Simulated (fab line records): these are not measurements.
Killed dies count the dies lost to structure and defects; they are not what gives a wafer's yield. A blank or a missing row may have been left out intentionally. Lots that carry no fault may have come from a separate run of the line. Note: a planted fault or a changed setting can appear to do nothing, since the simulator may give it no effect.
8D (eight disciplines) problem report, filled in by code + flow gf180mcu + the parts of the form that need people (team, actions taken, sign-off) are left out

## 1. THE PROBLEM
Across 2 wafers from 2 lots, LVPWELL_RS at GF_VT_IMPLANT_RS_MEAS_48 averages 1168.0 ohm/sq, while fault-free wafers read 1196.7 ohm/sq with a standard deviation of 3. Measured from the usual mean, that is -9.6 standard deviations.
The step: measures by four-point-probe.
First observed at day 9 07:16: wafer L392.2, on film-metro-04. Wafers with a number at this step in the record: 40, from 14 lots. By rule, "out" or "out of limits" means more than 4 standard deviations away from the usual mean. All remaining wafers that have a number are taken as sound.

## 2. WHAT THIS IS AND IS NOT
| question                    | is               | is not                                                                                                                     |
|-----------------------------|------------------|----------------------------------------------------------------------------------------------------------------------------|
| which readings at this step | LVPWELL_RS       | -                                                                                                                          |
| which lots                  | L392, L393       | L386, L387, L388, L398, L399, L401, L402, L403, L405, L406, L408, L409                                                     |
| which wafers of those lots  | L392.2, L393.2   | L392.6, L393.6                                                                                                             |
| read on which gauges        | film-metro-04    | film-metro-01, film-metro-02                                                                                               |
| when                        | from day 9 07:16 | up to then (10 sound wafers); but 28 sound wafers of L393, L398, L399, L401, L402, L403, L405, L406, L408, L409 came after |

## 3. SUSPECTS, AND WHAT RULES EACH OUT
Counting: a tool at a process step up to the reading stays a suspect if it ran every lot that is out. Sound lots after the first of them don't rule it out here, since some wafers of a struck lot are sound.
- ruled out: the gauge at GF_VT_IMPLANT_RS_MEAS_48. All the wafers that are out were read on film-metro-04, but those of them that GF_LVPWELL_IMPLANT_09 has rows for are out there too, on other tools.
- implanter-01 at GF_LVPWELL_IMPLANT_09: kept. It processed each lot that is out (first: L392, day 5 11:10); up to then, its last sound lot is L388 (day 4 12:36). Out on those wafers are its own readings of beam-on-s, faraday-current-uA.
Left after counting: implanter-01 at GF_LVPWELL_IMPLANT_09.

## 4. THE CAUSE (what the simulator had put in)
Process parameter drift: implanter-01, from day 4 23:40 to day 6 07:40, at GF_LVPWELL_IMPLANT_09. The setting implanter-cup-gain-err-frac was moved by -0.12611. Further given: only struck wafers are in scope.
The count eliminated every tool but this one.

## 5. THE EFFECT CHAIN, in route order
Each row: a reading where the mean over the struck wafers with a number is more than 3 standard deviations away from the usual. Readings are gone through only where the record gives a usual standard deviation; hours: the median, over the lots, of the time from a lot's start at the first step in this table giving one to that lot's start at this step; sigmas: the change measured in usual standard deviations.
| hours | step                     | reading            | usual         | on struck wafers | change | sigmas |
|-------|--------------------------|--------------------|---------------|------------------|--------|--------|
| 0     | GF_LVPWELL_IMPLANT_09    | beam-on-s          | 10.03 s       | 11.75            | +1.72  | +8.6   |
| 0     | GF_LVPWELL_IMPLANT_09    | faraday-current-uA | 28.1          | 23.9             | -4.2   | -7.5   |
| 94    | GF_VT_IMPLANT_RS_MEAS_48 | LVPWELL_RS         | 1196.7 ohm/sq | 1168.0           | -28.7  | -9.6   |
It contains these process steps:
- GF_LVPWELL_IMPLANT_09
Later steps that measure or inspect, where all struck wafers having a row at the step show a number for every such reading and not one has moved that far: GF_VT_IMPLANT_RS_MEAS_49.

## 6. WHAT WOULD HAVE CAUGHT IT SOONER
Counted from the fault's start at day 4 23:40, it took 104 hours until the first out-of-limits reading at a measuring or inspecting step in this record, taken at day 9 07:16.
The tool's own readings at GF_LVPWELL_IMPLANT_09 were out on every struck wafer that the step has a row for (beam-on-s, faraday-current-uA): an alarm limit on them would have fired on the first of those.
All the lots that are out (2) had begun GF_LVPWELL_IMPLANT_09 on implanter-01 by day 9 07:16. Had the tool been put on hold then, not one of them would have been saved.
